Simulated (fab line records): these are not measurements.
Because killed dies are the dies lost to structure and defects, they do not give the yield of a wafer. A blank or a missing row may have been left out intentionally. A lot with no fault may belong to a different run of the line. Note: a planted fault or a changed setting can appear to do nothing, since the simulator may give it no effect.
Problem report, 8D (eight disciplines) form, completed by code    flow sfq_line    the parts of the form that need people (team, actions taken, sign-off) are left out

## 1. WHAT WENT WRONG
M2_OVL at SFQ_M2_OVL_MEAS_916 reads a mean of 159 nm on 11 wafers of 4 lots; wafers without a fault read -5 nm with a standard deviation of 7.4. That is +22 standard deviations from the usual mean.
The first sign was on wafer L268.2 at day 36 03:19, on overlay-02. The record has a number at this step for 47 wafers belonging to 16 lots. Rule for "out", or "out of limits": more than 4 standard deviations from the usual mean. All remaining wafers that have a number are taken as sound.

## 2. WHAT IT IS, WHAT IT ISN'T
question                     is                      is not
which readings at this step  M2_OVL                  -
which lots                   L268, L269, L270, L277  L258, L259, L260, L261, L262, L263, L264, L265, L266, L267, L276, L281
which wafers of those lots   all that have a number  -
read on which gauges         overlay-01, overlay-02  -
when                         from day 36 03:19       up to then (30 sound wafers); but 6 sound wafers of L276, L281 came after

## 3. SUSPECTS, AND WHAT RULES EACH OUT
Counting: a tool at a process step up to the reading stays a suspect if it ran every lot that is out and no sound lot after the first of them.
- ruled out: the gauge at SFQ_M2_OVL_MEAS_916. Those wafers that are out were read across 2 gauges (overlay-01, overlay-02).
- krf_scanner-02 at SFQ_TRILAYER_M2_LITHO_EXPOSE_058 (exposes mask M2, target cd 500 nm): kept. All lots that are out passed through it, beginning with L268 at day 36 02:00, and no sound lot followed; its final sound lot before that point was L267 at day 34 11:36.
The count leaves krf_scanner-02 at SFQ_TRILAYER_M2_LITHO_EXPOSE_058.

## 4. THE CAUSE (what the simulator had put in)
Scanner matching overlay: krf_scanner-02, from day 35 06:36 on, at SFQ_TRILAYER_M2_LITHO_EXPOSE_058. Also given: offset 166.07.
This tool alone remained once counting was done.

## 5. THE CHAIN OF EFFECTS, in route order
Each row: a reading whose mean over the struck wafers that have a number lies more than 3 standard deviations from the usual. Only readings for which the record gives a usual standard deviation are gone through. hours: the time from each lot's start at the first step in this table that gives one to its start at this step, as a median over the lots. sigmas: the change in usual standard deviations.
hours  step                 reading  usual  on struck wafers  change  sigmas
0      SFQ_M2_OVL_MEAS_916  M2_OVL   -5 nm  159               +164    +22

## 6. WHAT WOULD HAVE CAUGHT IT SOONER
In this record the first reading out of limits at a measuring or inspecting step was taken at day 36 03:19, 21 hours after the fault began at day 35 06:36.
Lots out: 4; of these, L269, L270, L277 started SFQ_TRILAYER_M2_LITHO_EXPOSE_058 on krf_scanner-02 after day 36 03:19. A hold on the tool at that time would have spared those 3.
